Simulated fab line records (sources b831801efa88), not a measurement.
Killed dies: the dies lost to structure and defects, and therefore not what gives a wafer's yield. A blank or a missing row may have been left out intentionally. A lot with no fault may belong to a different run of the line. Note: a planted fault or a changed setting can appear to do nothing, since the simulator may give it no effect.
Code-filled problem report in 8D (eight disciplines) form || flow gf180mcu || the parts of the form that need people (team, actions taken, sign-off) are left out

## 1. THE PROBLEM
On 3 wafers of 1 lot, cd-nm at GF_M2_CD_MEAS_14 has a mean of 265.6 nm; fault-free wafers read 279.9 nm, standard deviation 1.2. That puts it -12 standard deviations away from the usual mean.
The step: target cd 280 nm.
First seen on wafer L621.2, day 20 21:04, on cd-sem-02. The record has a number at this step for 33 wafers belonging to 11 lots. Rule for "out" (also "out of limits"): further than 4 standard deviations from the usual mean. Any other wafer with a number is counted as sound.

## 2. WHAT IT IS; WHAT IT IS NOT
{"question": "which readings at this step", "is": "cd-nm", "is not": "-"}
{"question": "which lots", "is": "L621", "is not": "L617, L628, L629, L630, L631, L632, L633, L636, L637, L640"}
{"question": "which wafers of those lots", "is": "all that have a number", "is not": "-"}
{"question": "read on which gauges", "is": "cd-sem-02", "is not": "cd-sem-01"}
{"question": "when", "is": "from day 20 21:04", "is not": "up to then (3 sound wafers); but 27 sound wafers of L628, L629, L630, L631, L632, L633, L636, L637, L640 came after"}

## 3. WHAT RULES OUT EACH SUSPECT
Counting: a tool stays on the suspect list if, at a process step up to the reading, it processed all lots that are out and no sound lot following the first of them.
- the gauge at GF_M2_CD_MEAS_14 is ruled out. All the wafers that are out were read on cd-sem-02, but those of them that GF_M2_EXPOSE_11 has rows for are out there too, on other tools.
- cmp-01 at GF_V1_CMP_26 (polishes, stops on SiO2, t overpolish 15 s, target thk 0 nm): ruled out as a lasting fault. The sound lots L629, L632, L633, L636, L637 went through it after L621, its earliest lot that is out (day 19 20:00).
- krf-scanner-02 at GF_M2_EXPOSE_11 (exposes mask Metal2, target cd 280 nm): ruled out as a lasting fault. The sound lots L628, L630, L631, L632, L640 went through it after L621, its earliest lot that is out (day 20 09:14).
Left after counting: nothing in the record.

## 4. THE CAUSE (what the simulator had put in)
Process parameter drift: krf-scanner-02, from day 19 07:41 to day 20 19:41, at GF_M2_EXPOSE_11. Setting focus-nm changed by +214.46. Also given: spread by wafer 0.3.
Counting ruled it out, wrongly: the rule takes a fault to strike every lot that its tool runs from its start on, and this one did not.

## 5. THE EFFECT CHAIN, in route order
Rows list readings where the struck wafers' mean (over those with a number) sits beyond 3 standard deviations from the usual. Scope: only readings with a usual standard deviation given in the record; hours: median across lots of the time from each lot's start at the first step in this table that gives one to its start at this step; sigmas: change in usual standard deviations.
{"hours": 0, "step": "GF_M2_EXPOSE_11", "reading": "exposure-dose-mJ-cm2", "usual": 27.87, "on struck wafers": 27.08, "change": -0.79, "sigmas": -26}
{"hours": 12, "step": "GF_M2_CD_MEAS_14", "reading": "cd-nm", "usual": "279.9 nm", "on struck wafers": 265.6, "change": -14.3, "sigmas": -12}
Its process steps:
- GF_M2_EXPOSE_11: exposes mask Metal2, target cd 280 nm.

## 6. WHAT WOULD HAVE CAUGHT IT SOONER
In this record the first reading out of limits at a measuring or inspecting step was taken at day 20 21:04, 37 hours after the fault began at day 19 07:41.
The tool's own readings at GF_M2_EXPOSE_11 were out on every struck wafer that the step has a row for (exposure-dose-mJ-cm2): an alarm limit on them would have fired on the first of those.
